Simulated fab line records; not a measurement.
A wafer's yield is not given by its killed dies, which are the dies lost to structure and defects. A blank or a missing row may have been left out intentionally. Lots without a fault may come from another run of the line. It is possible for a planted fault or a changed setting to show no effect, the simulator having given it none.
Code-filled problem report in 8D (eight disciplines) form :: flow sky130 :: the parts of the form that need people (team, actions taken, sign-off) are left out

== 1. PROBLEM STATEMENT ==
cd nm at SKY_LOCAL_INTERCONNECT_CD_MEAS_11 reads a mean of 154.4 nm on 12 wafers of 4 lots; wafers without a fault read 169.9 nm with a standard deviation of 1.2. That puts it -13 standard deviations away from the usual mean.
The step: target cd 170 nm.
First seen on wafer L771.1, day 36 13:24, on cd sem-02. The record has a number at this step for 36 wafers belonging to 12 lots. Rule for "out", or "out of limits": more than 4 standard deviations from the usual mean. All remaining wafers that have a number are taken as sound.

== 2. WHAT IT IS; WHAT IT IS NOT ==
question: which readings at this step
is: cd nm
is not: -

question: which lots
is: L771, L772, L774, L775
is not: L753, L754, L756, L759, L761, L762, L766, L769

question: which wafers of those lots
is: all that have a number
is not: -

question: read on which gauges
is: cd sem-02
is not: cd sem-01

question: when
is: from day 36 13:24
is not: up to then (24 sound wafers)

== 3. WHAT RULES OUT EACH SUSPECT ==
Counting: a tool at any process step up to the reading remains a suspect when it ran all the lots that are out and ran no sound lot after the first of those.
- the gauge at SKY_LOCAL_INTERCONNECT_CD_MEAS_11 is ruled out. All the wafers that are out were read on cd sem-02, but those of them that SKY_LOCAL_INTERCONNECT_EXPOSE_08 has rows for are out there too, on other tools.
- krf scanner-01 at SKY_LOCAL_INTERCONNECT_EXPOSE_08 (exposes mask LI1M, target cd 170 nm): kept. All lots that are out passed through it, beginning with L771 at day 36 00:29, and no sound lot followed; its final sound lot before that point was L766 at day 34 03:50. Its own readings are out on those wafers: exposure dose mJ cm2.
The count leaves krf scanner-01 at SKY_LOCAL_INTERCONNECT_EXPOSE_08.

== 4. THE CAUSE (what the simulator had put in) ==
Process parameters drifting: krf scanner-01 at SKY_LOCAL_INTERCONNECT_EXPOSE_08, beginning at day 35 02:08. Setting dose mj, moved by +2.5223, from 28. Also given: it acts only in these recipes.
This tool alone remained once counting was done.

== 5. THE EFFECT CHAIN, in route order ==
One row per reading whose mean, taken over the struck wafers that have a number, lies over 3 standard deviations from the usual. Readings are gone through only where the record gives a usual standard deviation; hours: the median, over the lots, of the time from a lot's start at the first step in this table giving one to that lot's start at this step; sigmas: the change measured in usual standard deviations.
hours: 0
step: SKY_LOCAL_INTERCONNECT_EXPOSE_08
reading: exposure dose mJ cm2
usual: 27.96
on struck wafers: 30.16
change: +2.20
sigmas: +60

hours: 13
step: SKY_LOCAL_INTERCONNECT_CD_MEAS_11
reading: cd nm
usual: 169.9 nm
on struck wafers: 154.4
change: -15.5
sigmas: -13
Process steps it contains:
- SKY_LOCAL_INTERCONNECT_EXPOSE_08: exposes mask LI1M, target cd 170 nm.
Later measuring or inspecting steps at which every struck wafer that the step has a row for has a number for every such reading, and none has moved that far: SKY_CONTACT_BOW_MEAS_05.

== 6. HOW IT WOULD HAVE BEEN CAUGHT EARLIER ==
In this record the first reading out of limits at a measuring or inspecting step was taken at day 36 13:24, 35 hours after the fault began at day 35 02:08.
At SKY_LOCAL_INTERCONNECT_EXPOSE_08, the tool's own readings (exposure dose mJ cm2) were out on each struck wafer the step has a row for, so an alarm limit on them would have fired on the first such wafer.
L774, L775, from the lots that are out (4), started SKY_LOCAL_INTERCONNECT_EXPOSE_08 on krf scanner-01 later than day 36 13:24. A hold on the tool at that time would have spared those 2.
